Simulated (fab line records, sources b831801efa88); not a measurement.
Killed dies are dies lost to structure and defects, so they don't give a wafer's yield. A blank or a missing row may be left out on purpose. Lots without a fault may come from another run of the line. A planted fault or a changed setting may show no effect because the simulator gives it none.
Which tool did it? | flow gf180mcu | 14 lots, 40 wafers sampled, at 1 step of a route of 602

WHAT THE GAUGES READ, wafer by wafer
GF_V3_BOW_MEAS_05. Usual: V3_BOW 118 um, standard deviation 9.5.
lot  | measured     | on            | V3_BOW (um) | flag
L704 | day 21 12:50 | film_metro-02 | 115 110 119 |
L705 | day 21 16:01 | film_metro-02 | 135 120 124 |
L707 | day 22 14:35 | film_metro-01 | 116 108 126 |
L708 | day 22 18:46 | film_metro-01 | 120 115 116 |
L710 | day 23 13:52 | film_metro-01 | 125 105 112 |
L712 | day 24 07:25 | film_metro-01 | 85 102 99   |
L715 | day 25 14:30 | film_metro-02 | 106         |
L717 | day 25 23:02 | film_metro-01 | 123 131 116 |
L721 | day 27 10:37 | film_metro-02 | 123 109 114 |
L722 | day 27 13:49 | film_metro-01 | 103 114 113 |
L723 | day 27 17:23 | film_metro-02 | 126 121 130 |
L724 | day 28 02:51 | film_metro-03 | 115 113 127 |
L726 | day 28 13:19 | film_metro-03 | 125 117 123 |
L727 | day 28 22:58 | film_metro-01 | 126 134 121 |

WHICH TOOL RAN EACH LOT (tool, then ch and the chambers of the sampled wafers, then the start)
The record holds no process step before these readings.

WHAT THE TOOLS THEMSELVES READ (means of the sampled wafers that have a number; where no wafer has one, the mark that the record gives instead)
The record holds no such reading with a usual standard deviation.

THE ANSWER, worked out from the rows above alone
Rule: a lot is off if the mean of its wafers that have a number lies more than 3 standard deviations from the usual mean. A lot without any number at a reading at which 4 lots or more have one is off too. The other lots that the step has rows for count as sound. The gauges are gone through in route order, then the tools' own readings, and for those a lot's mean is taken as printed above. The first step at which some lot is off is used, and at that step the reading that is off furthest; a lot without a number counts as furthest.
No lot is off at any reading shown: from this, nothing can be told.

WHAT THE SIMULATOR HAD PUT IN
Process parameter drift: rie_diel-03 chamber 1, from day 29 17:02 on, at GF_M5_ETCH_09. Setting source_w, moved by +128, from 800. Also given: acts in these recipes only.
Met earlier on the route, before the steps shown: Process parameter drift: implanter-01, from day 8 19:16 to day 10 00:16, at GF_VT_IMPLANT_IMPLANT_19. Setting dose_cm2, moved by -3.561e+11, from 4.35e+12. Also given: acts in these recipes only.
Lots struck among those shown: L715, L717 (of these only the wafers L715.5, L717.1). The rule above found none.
